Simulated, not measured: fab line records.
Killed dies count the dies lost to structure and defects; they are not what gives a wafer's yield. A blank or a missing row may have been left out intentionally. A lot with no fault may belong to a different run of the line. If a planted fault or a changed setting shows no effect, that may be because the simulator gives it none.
fab line records | flow sky130
record lots=12 | wafers=34 | last_day=50
route steps=708 shown POLY_CUT@315 SD_N@356 SD_P@359 CONTACT@421
lots that met no fault: taken from a fault-free run of the same line
start_h: start of the lot's first displayed wafer, in hours after the record's first day | wait_h: hours from the lot's prior step to this one | " the same as in the row above | L1.1+2: a single row standing in for several wafers | - no value present, or no start provided | * or withheld: withheld | < > ~ a bound
route shown NAME@n: names a module that has steps shown in the file, with the first one's number in the route | usual: average and standard deviation across the fault-free wafers | same: alike in all rows | chamber/n: place in a boat | sites: readings site by site | _std_site: the values' standard deviation | _edge_site: the outer-site mean with the inner-site mean subtracted | radius_mm: how far each site lies from the wafer's centre | mask NAME#n: copy n | behind: the last tool/chamber to shape the wafer | hold: why the lot was held/for how many hours/how that ended | device: names the non-switching transistor (n, p or np) | end of line: at the end of the route, the tests of the same wafers | step lacking rows: just its recipe | killed: at the first sort, the dies lost to defects and structure; wafer yield is something else | map: a wafer's dies, x killed, . not, _ none there
set.NAME: the setting that was run; set.NAME@STEP: the one run at that earlier step | model.NAME: the simulator's own value behind a step, which no gauge read
a sample of lots followed through the steps of the route, with each step as a table and each wafer as a row
services: when a tool's chamber went out of use (start_h, in hours from the record's first day, below 0 if earlier), for how many hours, and the reason
## steps
# step SKY_POLY_CUT_CD_MEAS_08
# recipe target_cd_nm=270
# usual cd_nm=270.1/1.6
lot.wafer | tool      | chamber | start_h | wait_h | cd_nm
L100.2    | cd_sem-01 | -       | 561.49  | -      | 267.9
L100.3    | "         | -       | "       | "      | 269.3
L100.4    | "         | -       | "       | "      | 268.9
L102.2    | cd_sem-02 | -       | 578.79  | -      | 273.2
L102.5    | "         | -       | "       | "      | 273.7
L102.6    | "         | -       | "       | "      | 271.7
L104.2    | cd_sem-02 | -       | 587.91  | -      | 268.9
L104.3    | "         | -       | "       | "      | 268.9
L104.6    | "         | -       | "       | "      | 269.4
L105.1    | cd_sem-02 | -       | 590.25  | -      | 270.9
L105.2    | "         | -       | "       | "      | 270.0
L105.3    | "         | -       | "       | "      | 272.8
L106.1    | cd_sem-01 | -       | 608.09  | -      | 271.7
L106.3    | "         | -       | "       | "      | 271.6
L106.4    | "         | -       | "       | "      | 270.0
L107.2    | cd_sem-02 | -       | 624.94  | -      | 271.8
L107.3    | "         | -       | "       | "      | 270.7
L107.4    | "         | -       | "       | "      | 271.3
L108.2    | cd_sem-02 | -       | 625.29  | -      | 271.2
L108.4    | "         | -       | "       | "      | 271.8
L108.6    | "         | -       | "       | "      | 269.1
L110.2    | cd_sem-01 | -       | 647.67  | -      | 271.6
L110.3    | "         | -       | "       | "      | 270.5
L110.5    | "         | -       | "       | "      | 270.9
L112.1    | cd_sem-01 | -       | 670.05  | -      | 270.2
L112.2    | "         | -       | "       | "      | 269.9
L112.4    | "         | -       | "       | "      | 271.1
L118.1    | cd_sem-01 | -       | 700.59  | -      | 272.8
L118.3    | "         | -       | "       | "      | 271.5
L120.1    | cd_sem-02 | -       | 724.15  | -      | 267.9
L120.5    | "         | -       | "       | "      | 269.5
L121.3    | cd_sem-02 | -       | 727.13  | -      | 268.1
L121.4    | "         | -       | "       | "      | 268.9
L121.6    | "         | -       | "       | "      | 268.3
# step SKY_SD_N_RTA_14
# recipe temp_c=1075 | time_s=2 | idle_temp_c=650 | ramp_up_c_per_s=150 | ramp_down_c_per_s=90 | ambient=N2
# usual lamp_power_pct=15.73/0.055 | wafer_temp_C_max=1078.0/1.2
lot.wafer | tool          | chamber | start_h | wait_h | lamp_power_pct | wafer_temp_C_max
L100.2    | rtp_anneal-02 | 0       | 649.53  | 0.0    | 15.77          | 1077.1
L100.3    | "             | 0       | "       | "      | 15.80          | 1078.7
L100.4    | "             | 0       | "       | "      | 15.72          | 1075.2
L102.2    | rtp_anneal-02 | 0       | 665.28  | 0.0    | 15.83          | 1079.5
L102.5    | "             | 0       | "       | "      | 15.67          | 1079.2
L102.6    | "             | 0       | "       | "      | 15.67          | 1078.2
L104.2    | rtp_anneal-02 | 0       | 672.13  | 0.0    | 15.59          | 1078.2
L104.3    | "             | 0       | "       | "      | 15.65          | 1077.7
L104.6    | "             | 0       | "       | "      | 15.71          | 1077.4
L105.1    | rtp_anneal-02 | 0       | 675.72  | 0.0    | 15.64          | 1076.3
L105.2    | "             | 0       | "       | "      | 15.65          | 1077.3
L105.3    | "             | 0       | "       | "      | 15.68          | 1076.5
L106.1    | rtp_anneal-02 | 0       | 692.19  | 0.0    | 15.66          | 1079.3
L106.3    | "             | 0       | "       | "      | 15.70          | 1080.0
L106.4    | "             | 0       | "       | "      | 15.69          | 1080.7
L107.2    | rtp_anneal-01 | 0       | 707.38  | 0.0    | 15.76          | 1077.9
L107.3    | "             | 0       | "       | "      | 15.68          | 1079.8
L107.4    | "             | 0       | "       | "      | 15.81          | 1078.2
L108.2    | rtp_anneal-02 | 0       | 707.60  | 0.0    | 15.67          | 1077.2
L108.4    | "             | 0       | "       | "      | 15.74          | 1078.8
L108.6    | "             | 0       | "       | "      | 15.72          | 1079.0
L110.2    | rtp_anneal-02 | 0       | 727.43  | 0.0    | 15.71          | 1077.4
L110.3    | "             | 0       | "       | "      | 15.72          | 1078.1
L110.5    | "             | 0       | "       | "      | 15.86          | 1077.9
L112.1    | rtp_anneal-02 | 0       | 751.28  | 0.0    | 15.73          | 1079.3
L112.2    | "             | 0       | "       | "      | 15.66          | 1076.5
L112.4    | "             | 0       | "       | "      | 15.80          | 1077.9
L118.1    | rtp_anneal-02 | 0       | 780.49  | 0.0    | 15.80          | 1084.4
L118.3    | "             | 0       | "       | "      | 15.86          | 1083.9
L120.1    | rtp_anneal-02 | 0       | 805.82  | 0.0    | 15.80          | 1083.8
L120.5    | "             | 0       | "       | "      | 15.72          | 1084.5
L121.3    | rtp_anneal-01 | 0       | 807.19  | 0.0    | 15.70          | 1076.6
L121.4    | "             | 0       | "       | "      | 15.81          | 1076.1
L121.6    | "             | 0       | "       | "      | 15.67          | 1080.0
# step SKY_SD_N_RS_MEAS_16
# recipe thk_meas_gauge=four-point-probe
# usual SD_N_RS=68.52/0.17
lot.wafer | tool          | chamber | start_h | wait_h | SD_N_RS[ohm/sq]
L100.2    | film_metro-04 | -       | 649.71  | 0.1    | 68.40
L100.3    | "             | -       | "       | "      | 68.58
L100.4    | "             | -       | "       | "      | 68.53
L102.2    | film_metro-02 | -       | 665.46  | 0.1    | 68.37
L102.5    | "             | -       | "       | "      | 68.36
L102.6    | "             | -       | "       | "      | 68.36
L104.2    | film_metro-02 | -       | 672.31  | 0.1    | 68.43
L104.3    | "             | -       | "       | "      | 68.56
L104.6    | "             | -       | "       | "      | 68.53
L105.1    | film_metro-04 | -       | 675.90  | 0.1    | 68.69
L105.2    | "             | -       | "       | "      | 68.53
L105.3    | "             | -       | "       | "      | 68.58
L106.1    | film_metro-03 | -       | 692.37  | 0.1    | 68.52
L106.3    | "             | -       | "       | "      | 68.62
L106.4    | "             | -       | "       | "      | 68.53
L107.2    | film_metro-02 | -       | 707.56  | 0.1    | 68.24
L107.3    | "             | -       | "       | "      | 68.25
L107.4    | "             | -       | "       | "      | 68.23
L108.2    | film_metro-04 | -       | 707.83  | 0.1    | 68.59
L108.4    | "             | -       | "       | "      | 68.58
L108.6    | "             | -       | "       | "      | 68.53
L110.2    | film_metro-04 | -       | 727.61  | 0.1    | 68.75
L110.3    | "             | -       | "       | "      | 68.70
L110.5    | "             | -       | "       | "      | 68.72
L112.1    | film_metro-03 | -       | 751.46  | 0.1    | 68.70
L112.2    | "             | -       | "       | "      | 68.77
L112.4    | "             | -       | "       | "      | 68.71
L118.1    | film_metro-04 | -       | 780.66  | 0.1    | 67.65
L118.3    | "             | -       | "       | "      | 67.74
L120.1    | film_metro-02 | -       | 805.99  | 0.1    | 67.48
L120.5    | "             | -       | "       | "      | 67.35
L121.3    | film_metro-02 | -       | 807.38  | 0.1    | 68.45
L121.4    | "             | -       | "       | "      | 68.07
L121.6    | "             | -       | "       | "      | 68.37
# step SKY_SD_N_RS_MEAS_17
# recipe thk_meas_gauge=four-point-probe
# usual SD_P_RS=147.0/0.47
lot.wafer | tool          | chamber | start_h | wait_h | SD_P_RS[ohm/sq]
L100.2    | film_metro-04 | -       | 649.83  | 0.1    | 146.8
L100.3    | "             | -       | "       | "      | 147.1
L100.4    | "             | -       | "       | "      | 146.8
L102.2    | film_metro-02 | -       | 665.58  | 0.1    | 146.7
L102.5    | "             | -       | "       | "      | 146.7
L102.6    | "             | -       | "       | "      | 147.0
L104.2    | film_metro-02 | -       | 672.43  | 0.1    | 146.5
L104.3    | "             | -       | "       | "      | 147.0
L104.6    | "             | -       | "       | "      | 146.5
L105.1    | film_metro-04 | -       | 676.02  | 0.1    | 146.9
L105.2    | "             | -       | "       | "      | 146.8
L105.3    | "             | -       | "       | "      | 146.9
L106.1    | film_metro-03 | -       | 692.49  | 0.1    | 147.2
L106.3    | "             | -       | "       | "      | 147.2
L106.4    | "             | -       | "       | "      | 147.3
L107.2    | film_metro-02 | -       | 707.68  | 0.1    | 146.6
L107.3    | "             | -       | "       | "      | 145.9
L107.4    | "             | -       | "       | "      | 145.7
L108.2    | film_metro-04 | -       | 707.95  | 0.1    | 147.5
L108.4    | "             | -       | "       | "      | 147.1
L108.6    | "             | -       | "       | "      | 147.6
L110.2    | film_metro-04 | -       | 727.73  | 0.1    | 147.2
L110.3    | "             | -       | "       | "      | 147.2
L110.5    | "             | -       | "       | "      | 147.5
L112.1    | film_metro-03 | -       | 751.58  | 0.1    | 147.4
L112.2    | "             | -       | "       | "      | 148.4
L112.4    | "             | -       | "       | "      | 147.8
L118.1    | film_metro-04 | -       | 780.78  | 0.1    | 142.7
L118.3    | "             | -       | "       | "      | 142.7
L120.1    | film_metro-02 | -       | 806.11  | 0.1    | 141.7
L120.5    | "             | -       | "       | "      | 141.2
L121.3    | film_metro-02 | -       | 807.50  | 0.1    | 146.5
L121.4    | "             | -       | "       | "      | 146.5
L121.6    | "             | -       | "       | "      | 146.8
# step SKY_CONTACT_OVL_MEAS_15
# usual CONTACT_OVL=-1/6.1
lot.wafer | tool       | chamber | start_h | wait_h | CONTACT_OVL[nm]
L100.2    | overlay-01 | -       | 731.58  | 0.1    | 2
L100.3    | "          | -       | "       | "      | 1
L100.4    | "          | -       | "       | "      | -1
L102.2    | overlay-01 | -       | 750.62  | 0.1    | -12
L102.5    | "          | -       | "       | "      | -1
L102.6    | "          | -       | "       | "      | -6
L104.2    | overlay-01 | -       | 754.87  | 0.1    | 8
L104.3    | "          | -       | "       | "      | -2
L104.6    | "          | -       | "       | "      | 12
L105.1    | overlay-02 | -       | 758.42  | 0.1    | 5
L105.2    | "          | -       | "       | "      | 4
L105.3    | "          | -       | "       | "      | 1
L106.1    | overlay-01 | -       | 775.67  | 0.1    | -2
L106.3    | "          | -       | "       | "      | 2
L106.4    | "          | -       | "       | "      | 1
L107.2    | overlay-01 | -       | 790.03  | 0.1    | 2
L107.3    | "          | -       | "       | "      | -3
L107.4    | "          | -       | "       | "      | 0
L108.2    | overlay-02 | -       | 791.43  | 0.1    | 3
L108.4    | "          | -       | "       | "      | 10
L108.6    | "          | -       | "       | "      | 9
L110.2    | overlay-01 | -       | 810.18  | 0.1    | 3
L110.3    | "          | -       | "       | "      | -9
L110.5    | "          | -       | "       | "      | 0
L112.1    | overlay-02 | -       | 835.22  | 0.1    | 7
L112.2    | "          | -       | "       | "      | -7
L112.4    | "          | -       | "       | "      | 1
L118.1    | overlay-02 | -       | 864.56  | 0.1    | 4
L118.3    | "          | -       | "       | "      | 4
L120.1    | overlay-01 | -       | 891.52  | 0.1    | 2
L120.5    | "          | -       | "       | "      | -3
L121.3    | overlay-01 | -       | 893.28  | 0.1    | 3
L121.4    | "          | -       | "       | "      | -1
L121.6    | "          | -       | "       | "      | 0
# step SKY_CONTACT_SPUTTER_23
# recipe material=TiN | target_thk_nm=20 | chamber_pressure_pa=5 | power_w=4000 | time_s=80
# usual cathode_dc_power_W=4000.0/0.75 | throttle_valve_pct=29.5/0.87
lot.wafer | tool           | chamber | start_h | wait_h | cathode_dc_power_W | throttle_valve_pct
L100.2    | pvd_sputter-03 | -       | 732.37  | 0.0    | 4000.5             | 28.9
L100.3    | "              | -       | "       | "      | 4001.6             | 28.8
L100.4    | "              | -       | "       | "      | 3999.4             | 28.7
L102.2    | pvd_sputter-03 | -       | 751.71  | 0.0    | 4000.1             | 28.5
L102.5    | "              | -       | "       | "      | 4000.4             | 28.9
L102.6    | "              | -       | "       | "      | 4000.8             | 28.9
L104.2    | pvd_sputter-03 | -       | 756.06  | 0.0    | 3999.5             | 29.0
L104.3    | "              | -       | "       | "      | 3999.6             | 28.9
L104.6    | "              | -       | "       | "      | 4000.3             | 28.9
L105.1    | pvd_sputter-03 | -       | 759.28  | 0.0    | 3999.8             | 28.6
L105.2    | "              | -       | "       | "      | 4000.9             | 28.6
L105.3    | "              | -       | "       | "      | 3999.7             | 29.2
L106.1    | pvd_sputter-03 | -       | 776.44  | 0.0    | 3999.9             | 28.6
L106.3    | "              | -       | "       | "      | 3999.0             | 28.6
L106.4    | "              | -       | "       | "      | 4001.0             | 28.6
L107.2    | pvd_sputter-02 | -       | 790.78  | 0.0    | 3999.9             | 30.9
L107.3    | "              | -       | "       | "      | 3999.4             | 30.4
L107.4    | "              | -       | "       | "      | 4000.5             | 31.6
L108.2    | pvd_sputter-01 | -       | 792.18  | 0.0    | 4000.0             | 29.8
L108.4    | "              | -       | "       | "      | 3999.3             | 29.9
L108.6    | "              | -       | "       | "      | 3999.0             | 30.2
L110.2    | pvd_sputter-02 | -       | 810.94  | 0.0    | 4001.2             | 31.1
L110.3    | "              | -       | "       | "      | 4001.1             | 31.1
L110.5    | "              | -       | "       | "      | 4000.5             | 30.4
L112.1    | pvd_sputter-03 | -       | 836.01  | 0.0    | 4000.8             | 28.7
L112.2    | "              | -       | "       | "      | 3999.1             | 28.8
L112.4    | "              | -       | "       | "      | 4001.0             | 28.7
L118.1    | pvd_sputter-03 | -       | 865.36  | 0.0    | 4000.6             | 28.7
L118.3    | "              | -       | "       | "      | 4000.0             | 28.7
L120.1    | pvd_sputter-02 | -       | 892.28  | 0.0    | 3999.3             | 29.6
L120.5    | "              | -       | "       | "      | 4001.7             | 29.9
L121.3    | pvd_sputter-03 | -       | 894.02  | 0.0    | 4000.3             | 29.2
L121.4    | "              | -       | "       | "      | 3999.2             | 28.7
L121.6    | "              | -       | "       | "      | 4000.6             | 29.0
## services
tool           | chamber | start_h | hours | kind
pvd_sputter-03 | -       | 633.34  | 3.3   | repair
rtp_anneal-01  | -       | 633.64  | 66.4  | pm
pvd_sputter-02 | -       | 639.54  | 1.8   | repair
pvd_sputter-01 | 2       | 707.06  | -     | consumable_replace:kit
pvd_sputter-01 | 2       | 707.06  | 18.0  | scheduled_down
pvd_sputter-01 | 2       | 707.06  | 18.0  | vent_cycle
pvd_sputter-03 | -       | 763.95  | 10.5  | repair
pvd_sputter-02 | -       | 777.75  | 1.7   | repair
pvd_sputter-03 | 3       | 794.77  | -     | consumable_replace:kit
pvd_sputter-03 | 3       | 794.77  | 18.0  | scheduled_down
pvd_sputter-03 | 3       | 794.77  | 18.0  | vent_cycle
pvd_sputter-03 | -       | 806.33  | 1.3   | repair
pvd_sputter-02 | 3       | 832.59  | -     | consumable_replace:kit
pvd_sputter-02 | 3       | 832.59  | 18.0  | scheduled_down
pvd_sputter-02 | 3       | 832.59  | 18.0  | vent_cycle
pvd_sputter-02 | -       | 860.05  | 1.9   | repair
## key
first_sign step=SKY_SD_N_RTA_14 | reading=wafer_temp_C_max | direction=up | sigmas=5 | usual=* | struck=*
effect step=SKY_SD_N_RS_MEAS_16 | reading=SD_N_RS | direction=down | sigmas=5.7 | usual=68.52 | struck=67.56
effect step=SKY_SD_N_RS_MEAS_17 | reading=SD_P_RS | direction=down | sigmas=10 | usual=147.0 | struck=142.1
met_at SKY_SD_N_RTA_14
struck_lots L118,L120
tester_left_out L118,L120
not_acting_at SKY_POLY_CUT_CD_MEAS_08,SKY_CONTACT_OVL_MEAS_15,SKY_CONTACT_SPUTTER_23
onset_between 751.28 780.49
fault kind=process_parameter_drift | tool=rtp_anneal-02 | chamber=- | onset_h=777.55 | steps=SKY_SD_N_RTA_14 | channel=temp_c | offset=* | shape=step | end_h=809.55 | acts_in=* | stated=*
# tester_left_out: of these lots the tester's yield and bins aren't shown, on N5 and GAA mostly nor the transistor test; their killed dies are dies lost to structure and defects alone, not to doping, threshold or leakage, so they don't give the yield
